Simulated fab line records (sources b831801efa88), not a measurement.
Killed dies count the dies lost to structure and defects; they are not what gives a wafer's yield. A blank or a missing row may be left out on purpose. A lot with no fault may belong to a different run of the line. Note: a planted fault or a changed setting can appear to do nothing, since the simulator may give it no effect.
Chamber matching / flow gf180mcu / GF_V4_CVD_02 on pecvd-02: 3 sister chambers
The step deposits SiO2 from TEOS, target thk 850 nm, time 94.851 s. 16 wafers are shown with their chamber, then 8 later ones without.

## WAFERS PAIRED WITH THEIR CHAMBERS
wafer=L716.2; chamber=0; heaterPowerW (W)=573
wafer=L716.5; chamber=0; heaterPowerW (W)=628
wafer=L716.6; chamber=1; heaterPowerW (W)=469
wafer=L719.2; chamber=1; heaterPowerW (W)=601
wafer=L719.3; chamber=0; heaterPowerW (W)=581
wafer=L719.4; chamber=0; heaterPowerW (W)=623
wafer=L721.1; chamber=2; heaterPowerW (W)=730
wafer=L721.3; chamber=0; heaterPowerW (W)=597
wafer=L721.4; chamber=2; heaterPowerW (W)=578
wafer=L723.1; chamber=1; heaterPowerW (W)=574
wafer=L723.4; chamber=2; heaterPowerW (W)=720
wafer=L723.6; chamber=1; heaterPowerW (W)=588
wafer=L726.1; chamber=0; heaterPowerW (W)=669
wafer=L726.3; chamber=1; heaterPowerW (W)=568
wafer=L726.4; chamber=0; heaterPowerW (W)=560
wafer=L729.3; chamber=0; heaterPowerW (W)=574

SIGNATURES (averages over the wafers above)
reading=heaterPowerW; chamber 0=600.62; chamber 1=560.00; chamber 2=676.00; scatter within a chamber=51.8
Rule: distance of a wafer from a chamber = root of the sum over the readings of ((wafer's reading minus chamber's mean) / reading's scatter) squared. If the next closest chamber is less than 2 further off than the closest, the wafer can't be placed; otherwise it belongs to the closest. The scatter is the square root of a quotient: the sum, over the shown wafers, of each reading's squared deviation from its chamber's mean, divided by wafers minus chambers.

## WAFERS WITH NO CHAMBER GIVEN
wafer=L729.4; heaterPowerW (W)=704
wafer=L729.6; heaterPowerW (W)=485
wafer=L730.1; heaterPowerW (W)=626
wafer=L730.3; heaterPowerW (W)=675
wafer=L730.5; heaterPowerW (W)=471
wafer=L732.3; heaterPowerW (W)=560
wafer=L732.4; heaterPowerW (W)=466
wafer=L732.6; heaterPowerW (W)=572

## THE CHAMBER EACH PASSED THROUGH
wafer=L729.4; from the rows above=can't be placed: 2 or 0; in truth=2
wafer=L729.6; from the rows above=can't be placed: 1 or 0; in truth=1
wafer=L730.1; from the rows above=can't be placed: 0 or 2 or 1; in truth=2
wafer=L730.3; from the rows above=can't be placed: 2 or 0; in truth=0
wafer=L730.5; from the rows above=can't be placed: 1 or 0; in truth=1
wafer=L732.3; from the rows above=can't be placed: 1 or 0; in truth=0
wafer=L732.4; from the rows above=can't be placed: 1 or 0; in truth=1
wafer=L732.6; from the rows above=can't be placed: 1 or 0 or 2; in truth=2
Placed correctly: 0 of 8. Cannot be placed on the basis of these rows: 8; the candidates contain the true chamber in 8. Placed wrongly: 0.
